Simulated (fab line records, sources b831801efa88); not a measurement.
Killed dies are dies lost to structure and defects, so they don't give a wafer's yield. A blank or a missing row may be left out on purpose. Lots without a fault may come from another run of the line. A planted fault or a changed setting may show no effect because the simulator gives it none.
Which tool did it? | flow sfq_line | 7 lots, 21 wafers sampled, at 2 steps of a route of 325

WHAT THE GAUGES READ, wafer by wafer
SFQ_I1_BOW_MEAS_912.
lot  | measured     | on            | I1_BOW (um)
L616 | day 13 22:05 | film_metro-02 | 6 3 9
L618 | day 14 04:04 | film_metro-04 | 1 3 -6
L620 | day 14 11:38 | film_metro-04 | -8 1 -13
L622 | day 15 06:34 | film_metro-02 | 2 0 -4
L624 | day 16 09:21 | film_metro-02 | -4 5 8
L632 | day 18 11:25 | film_metro-04 | -7 -3 -6 - - -
L634 | day 19 00:13 | film_metro-03 | -5 7 1

WHICH TOOL RAN EACH LOT (tool, then ch and the chambers of the sampled wafers, then the start)
lot  | SFQ_TRILAYER_I1_CMP_CMP_046
L616 | cmp-02 ch 1,2,3, day 13 20:04
L618 | cmp-02 ch 2,3, day 14 01:04
L620 | cmp-01 ch 0,1,2, day 14 08:38
L622 | cmp-01 ch 0,1, day 15 03:34
L624 | cmp-01 ch 0,2, day 16 06:51
L632 | cmp-01 ch 0,1,3, day 18 09:22
L634 | cmp-02 ch 0,2, day 18 21:13
- SFQ_TRILAYER_I1_CMP_CMP_046: polishes SiO2.

THE ANSWER, worked out from the rows above alone
Rule: what is usual is taken from the lots themselves. Put in order of their means at a reading, lots are off if they are a third of the lots or fewer, leave a main group of 4 or more, and stand apart from it by a gap of 3 or more times the standard deviation of the main group's means; of several such gaps the widest counts. A main group whose means are all the same, to the digits that the tables above print for the reading, isn't used. A lot without any number at a reading at which 4 lots or more have one is off too. The other lots that the step has rows for count as sound.
No lot is off at any reading shown: from this, nothing can be told.

WHAT THE SIMULATOR HAD PUT IN
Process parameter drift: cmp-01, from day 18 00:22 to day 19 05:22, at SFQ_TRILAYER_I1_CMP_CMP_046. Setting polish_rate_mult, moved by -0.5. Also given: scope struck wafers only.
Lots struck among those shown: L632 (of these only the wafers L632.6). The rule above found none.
